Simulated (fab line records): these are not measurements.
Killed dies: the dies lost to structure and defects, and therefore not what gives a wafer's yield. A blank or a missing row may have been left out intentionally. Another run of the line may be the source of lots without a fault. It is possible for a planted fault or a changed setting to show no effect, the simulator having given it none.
The tool behind it: which one? || flow gf180mcu || 12 lots, 35 wafers sampled, at 5 steps of a route of 602

== WHAT EACH GAUGE READ, for each wafer ==
GF_PASSIVATION_THK_MEAS_01.
{"lot": "L345", "measured": "day 28 01:19", "on": "film metro-04", "PASSIVATION_CVD_00_THK (nm)": "988 1011 994"}
{"lot": "L348", "measured": "day 29 11:55", "on": "film metro-04", "PASSIVATION_CVD_00_THK (nm)": "995 986 999"}
{"lot": "L350", "measured": "day 29 17:39", "on": "film metro-04", "PASSIVATION_CVD_00_THK (nm)": "1007 992 1013"}
{"lot": "L351", "measured": "day 30 00:38", "on": "film metro-04", "PASSIVATION_CVD_00_THK (nm)": "993 993 1008"}
{"lot": "L352", "measured": "day 30 10:50", "on": "film metro-02", "PASSIVATION_CVD_00_THK (nm)": "1006 1016 1029"}
{"lot": "L353", "measured": "day 30 11:25", "on": "film metro-02", "PASSIVATION_CVD_00_THK (nm)": "973 999 994"}
{"lot": "L354", "measured": "day 30 18:07", "on": "film metro-04", "PASSIVATION_CVD_00_THK (nm)": "998 1008 993"}
{"lot": "L355", "measured": "day 31 04:29", "on": "film metro-02", "PASSIVATION_CVD_00_THK (nm)": "986 1005 1013"}
{"lot": "L356", "measured": "day 31 06:53", "on": "film metro-02", "PASSIVATION_CVD_00_THK (nm)": "1000 983 1001"}
{"lot": "L358", "measured": "day 32 00:47", "on": "film metro-04", "PASSIVATION_CVD_00_THK (nm)": "998 1009 1007"}
{"lot": "L364", "measured": "day 33 12:09", "on": "film metro-02", "PASSIVATION_CVD_00_THK (nm)": "829 812 829 813"}
{"lot": "L368", "measured": "day 34 04:49", "on": "film metro-02", "PASSIVATION_CVD_00_THK (nm)": "972 972 996"}

== EACH LOT AND THE TOOL THAT RAN IT (in order: tool; ch and the chambers of the sampled wafers; start) ==
{"lot": "L345", "GF_V4_SPUTTER_21": "pvd sputter-04, day 24 08:30", "GF_MIM_SPUTTER_00": "pvd sputter-02, day 24 09:12", "GF_MIM_SPUTTER_02": "pvd sputter-02, day 24 09:20", "GF_PASSIVATION_CVD_00": "pecvd-03 ch 0,1, day 28 01:13"}
{"lot": "L348", "GF_V4_SPUTTER_21": "pvd sputter-04, day 25 22:43", "GF_MIM_SPUTTER_00": "pvd sputter-01, day 25 23:24", "GF_MIM_SPUTTER_02": "pvd sputter-01, day 25 23:32", "GF_PASSIVATION_CVD_00": "pecvd-03 ch 0,1,2, day 29 11:50"}
{"lot": "L350", "GF_V4_SPUTTER_21": "pvd sputter-04, day 26 05:53", "GF_MIM_SPUTTER_00": "pvd sputter-01, day 26 06:34", "GF_MIM_SPUTTER_02": "pvd sputter-01, day 26 06:42", "GF_PASSIVATION_CVD_00": "pecvd-03 ch 0,1, day 29 17:33"}
{"lot": "L351", "GF_V4_SPUTTER_21": "pvd sputter-04, day 26 12:35", "GF_MIM_SPUTTER_00": "pvd sputter-01, day 26 13:17", "GF_MIM_SPUTTER_02": "pvd sputter-01, day 26 13:25", "GF_PASSIVATION_CVD_00": "pecvd-01 ch 0,2, day 30 00:34"}
{"lot": "L352", "GF_V4_SPUTTER_21": "pvd sputter-03, day 26 23:01", "GF_MIM_SPUTTER_00": "pvd sputter-01, day 26 23:43", "GF_MIM_SPUTTER_02": "pvd sputter-01, day 26 23:50", "GF_PASSIVATION_CVD_00": "pecvd-03 ch 0,2, day 30 10:45"}
{"lot": "L353", "GF_V4_SPUTTER_21": "pvd sputter-04, day 27 02:06", "GF_MIM_SPUTTER_00": "pvd sputter-02, day 27 02:47", "GF_MIM_SPUTTER_02": "pvd sputter-02, day 27 02:55", "GF_PASSIVATION_CVD_00": "pecvd-04 ch 0,1,2, day 30 11:19"}
{"lot": "L354", "GF_V4_SPUTTER_21": "pvd sputter-01, day 27 07:45", "GF_MIM_SPUTTER_00": "pvd sputter-01, day 27 08:27", "GF_MIM_SPUTTER_02": "pvd sputter-01, day 27 08:35", "GF_PASSIVATION_CVD_00": "pecvd-01 ch 0,1,2, day 30 18:01"}
{"lot": "L355", "GF_V4_SPUTTER_21": "pvd sputter-01, day 27 19:44", "GF_MIM_SPUTTER_00": "pvd sputter-02, day 27 20:26", "GF_MIM_SPUTTER_02": "pvd sputter-02, day 27 20:34", "GF_PASSIVATION_CVD_00": "pecvd-01 ch 0,1,2, day 31 04:24"}
{"lot": "L356", "GF_V4_SPUTTER_21": "pvd sputter-01, day 27 22:32", "GF_MIM_SPUTTER_00": "pvd sputter-04, day 27 23:14", "GF_MIM_SPUTTER_02": "pvd sputter-04, day 27 23:22", "GF_PASSIVATION_CVD_00": "pecvd-01 ch 0,2, day 31 06:48"}
{"lot": "L358", "GF_V4_SPUTTER_21": "pvd sputter-01, day 28 18:45", "GF_MIM_SPUTTER_00": "pvd sputter-01, day 28 19:27", "GF_MIM_SPUTTER_02": "pvd sputter-01, day 28 19:35", "GF_PASSIVATION_CVD_00": "pecvd-01 ch 0,2, day 32 00:43"}
{"lot": "L364", "GF_V4_SPUTTER_21": "pvd sputter-01, day 30 11:15", "GF_MIM_SPUTTER_00": "pvd sputter-02, day 30 11:58", "GF_MIM_SPUTTER_02": "pvd sputter-02, day 30 12:04", "GF_PASSIVATION_CVD_00": "pecvd-03 ch 1,2, day 33 12:04"}
{"lot": "L368", "GF_V4_SPUTTER_21": "pvd sputter-03, day 31 05:23", "GF_MIM_SPUTTER_00": "pvd sputter-04, day 31 06:05", "GF_MIM_SPUTTER_02": "pvd sputter-04, day 31 06:13", "GF_PASSIVATION_CVD_00": "pecvd-04 ch 1,2, day 34 04:44"}
- GF_V4_SPUTTER_21: material Ti, target thk 15 nm, time 80.02 s.
- GF_MIM_SPUTTER_00: material Ti, target thk 37.5 nm, time 150 s.
- GF_MIM_SPUTTER_02: material AlCu, target thk 450 nm, time 23.9 s.
- GF_PASSIVATION_CVD_00: deposits SiO2 from TEOS, target thk 1000 nm, time 111.95 s.

== AS READ BY THE TOOLS THEMSELVES (means over the sampled wafers that have a number; for cases with no such wafer, the mark the record gives instead) ==
GF_V4_SPUTTER_21.
{"lot": "L345", "tool": "pvd sputter-04", "cathode dc power W (W)": 2500.2, "throttle valve pct (%)": 28.9}
{"lot": "L348", "tool": "pvd sputter-04", "cathode dc power W (W)": 2499.9, "throttle valve pct (%)": 29.2}
{"lot": "L350", "tool": "pvd sputter-04", "cathode dc power W (W)": 2500.3, "throttle valve pct (%)": 30.2}
{"lot": "L351", "tool": "pvd sputter-04", "cathode dc power W (W)": 2500.1, "throttle valve pct (%)": 29.4}
{"lot": "L352", "tool": "pvd sputter-03", "cathode dc power W (W)": 2500.1, "throttle valve pct (%)": 31.6}
{"lot": "L353", "tool": "pvd sputter-04", "cathode dc power W (W)": 2499.8, "throttle valve pct (%)": 29.6}
{"lot": "L354", "tool": "pvd sputter-01", "cathode dc power W (W)": 2500.2, "throttle valve pct (%)": 30.0}
{"lot": "L355", "tool": "pvd sputter-01", "cathode dc power W (W)": 2500.3, "throttle valve pct (%)": 30.4}
{"lot": "L356", "tool": "pvd sputter-01", "cathode dc power W (W)": 2499.9, "throttle valve pct (%)": 30.9}
{"lot": "L358", "tool": "pvd sputter-01", "cathode dc power W (W)": 2500.0, "throttle valve pct (%)": 30.9}
{"lot": "L364", "tool": "pvd sputter-01", "cathode dc power W (W)": 2500.2, "throttle valve pct (%)": 29.6}
{"lot": "L368", "tool": "pvd sputter-03", "cathode dc power W (W)": 2499.5, "throttle valve pct (%)": 31.7}

GF_MIM_SPUTTER_00.
{"lot": "L345", "tool": "pvd sputter-02", "cathode dc power W (W)": 4000.1, "throttle valve pct (%)": 30.3}
{"lot": "L348", "tool": "pvd sputter-01", "cathode dc power W (W)": 4000.0, "throttle valve pct (%)": 29.8}
{"lot": "L350", "tool": "pvd sputter-01", "cathode dc power W (W)": 4000.0, "throttle valve pct (%)": 31.0}
{"lot": "L351", "tool": "pvd sputter-01", "cathode dc power W (W)": 4000.8, "throttle valve pct (%)": 30.9}
{"lot": "L352", "tool": "pvd sputter-01", "cathode dc power W (W)": 4000.7, "throttle valve pct (%)": 30.4}
{"lot": "L353", "tool": "pvd sputter-02", "cathode dc power W (W)": 4000.2, "throttle valve pct (%)": 30.4}
{"lot": "L354", "tool": "pvd sputter-01", "cathode dc power W (W)": 4000.4, "throttle valve pct (%)": 29.8}
{"lot": "L355", "tool": "pvd sputter-02", "cathode dc power W (W)": 4000.4, "throttle valve pct (%)": 30.0}
{"lot": "L356", "tool": "pvd sputter-04", "cathode dc power W (W)": 3999.9, "throttle valve pct (%)": 29.8}
{"lot": "L358", "tool": "pvd sputter-01", "cathode dc power W (W)": 3999.4, "throttle valve pct (%)": 30.0}
{"lot": "L364", "tool": "pvd sputter-02", "cathode dc power W (W)": 4000.6, "throttle valve pct (%)": 29.7}
{"lot": "L368", "tool": "pvd sputter-04", "cathode dc power W (W)": 4000.3, "throttle valve pct (%)": 29.6}

GF_MIM_SPUTTER_02.
{"lot": "L345", "tool": "pvd sputter-02", "cathode dc power W (W)": 10599, "throttle valve pct (%)": 30.4}
{"lot": "L348", "tool": "pvd sputter-01", "cathode dc power W (W)": 10601, "throttle valve pct (%)": 29.8}
{"lot": "L350", "tool": "pvd sputter-01", "cathode dc power W (W)": 10600, "throttle valve pct (%)": 31.0}
{"lot": "L351", "tool": "pvd sputter-01", "cathode dc power W (W)": 10600, "throttle valve pct (%)": 31.2}
{"lot": "L352", "tool": "pvd sputter-01", "cathode dc power W (W)": 10600, "throttle valve pct (%)": 30.4}
{"lot": "L353", "tool": "pvd sputter-02", "cathode dc power W (W)": 10599, "throttle valve pct (%)": 30.4}
{"lot": "L354", "tool": "pvd sputter-01", "cathode dc power W (W)": 10600, "throttle valve pct (%)": 29.9}
{"lot": "L355", "tool": "pvd sputter-02", "cathode dc power W (W)": 10599, "throttle valve pct (%)": 30.0}
{"lot": "L356", "tool": "pvd sputter-04", "cathode dc power W (W)": 10601, "throttle valve pct (%)": 29.8}
{"lot": "L358", "tool": "pvd sputter-01", "cathode dc power W (W)": 10601, "throttle valve pct (%)": 29.8}
{"lot": "L364", "tool": "pvd sputter-02", "cathode dc power W (W)": 10602, "throttle valve pct (%)": 29.7}
{"lot": "L368", "tool": "pvd sputter-04", "cathode dc power W (W)": 10600, "throttle valve pct (%)": 29.7}

GF_PASSIVATION_CVD_00.
{"lot": "L345", "tool": "pecvd-03", "heater power w (W)": 727, "run length s (s)": 139.2}
{"lot": "L348", "tool": "pecvd-03", "heater power w (W)": 725, "run length s (s)": 139.5}
{"lot": "L350", "tool": "pecvd-03", "heater power w (W)": 761, "run length s (s)": 139.7}
{"lot": "L351", "tool": "pecvd-01", "heater power w (W)": 666, "run length s (s)": 139.8}
{"lot": "L352", "tool": "pecvd-03", "heater power w (W)": 709, "run length s (s)": 139.8}
{"lot": "L353", "tool": "pecvd-04", "heater power w (W)": 810, "run length s (s)": 139.9}
{"lot": "L354", "tool": "pecvd-01", "heater power w (W)": 712, "run length s (s)": 139.9}
{"lot": "L355", "tool": "pecvd-01", "heater power w (W)": 643, "run length s (s)": 139.9}
{"lot": "L356", "tool": "pecvd-01", "heater power w (W)": 724, "run length s (s)": 139.9}
{"lot": "L358", "tool": "pecvd-01", "heater power w (W)": 647, "run length s (s)": 139.8}
{"lot": "L364", "tool": "pecvd-03", "heater power w (W)": 642, "run length s (s)": 118.2}
{"lot": "L368", "tool": "pecvd-04", "heater power w (W)": 762, "run length s (s)": 139.9}

== THE ANSWER, worked out from the rows above alone ==
Rule: usual is defined by the lots themselves. Put in order of their means at a reading, lots are off if they are a third of the lots or fewer, leave a main group of 4 or more, and stand apart from it by a gap of 3 or more times the standard deviation of the main group's means; of several such gaps the widest counts. If all means in a main group match to the digits the tables above print for the reading, that group is not used. A lot without any number at a reading at which 4 lots or more have one is off too. The other lots that the step has rows for count as sound. The gauges are gone through in route order, then the tools' own readings, and for those a lot's mean is taken as printed above. The first step at which some lot is off is used, and at that step the reading that is off furthest; a lot without a number counts as furthest.
Off: at GF_PASSIVATION_THK_MEAS_01 (PASSIVATION_CVD_00_THK), L364. The main group has a mean of 998 nm with a standard deviation of 9.
A tool fits if, at a process step before that reading, it ran every lot that is off, and no sound lot after the first of them. Not tried: the gauges at GF_PASSIVATION_THK_MEAS_01; whatever is off there is also off at GF_PASSIVATION_CVD_00, on other tools, and gauge error can't account for it. Can't be told from this: 3 tools fit, pvd sputter-01 at GF_V4_SPUTTER_21, pvd sputter-02 at GF_MIM_SPUTTER_00 and GF_MIM_SPUTTER_02, pecvd-03 at GF_PASSIVATION_CVD_00.

== WHAT WAS PUT IN BY THE SIMULATOR ==
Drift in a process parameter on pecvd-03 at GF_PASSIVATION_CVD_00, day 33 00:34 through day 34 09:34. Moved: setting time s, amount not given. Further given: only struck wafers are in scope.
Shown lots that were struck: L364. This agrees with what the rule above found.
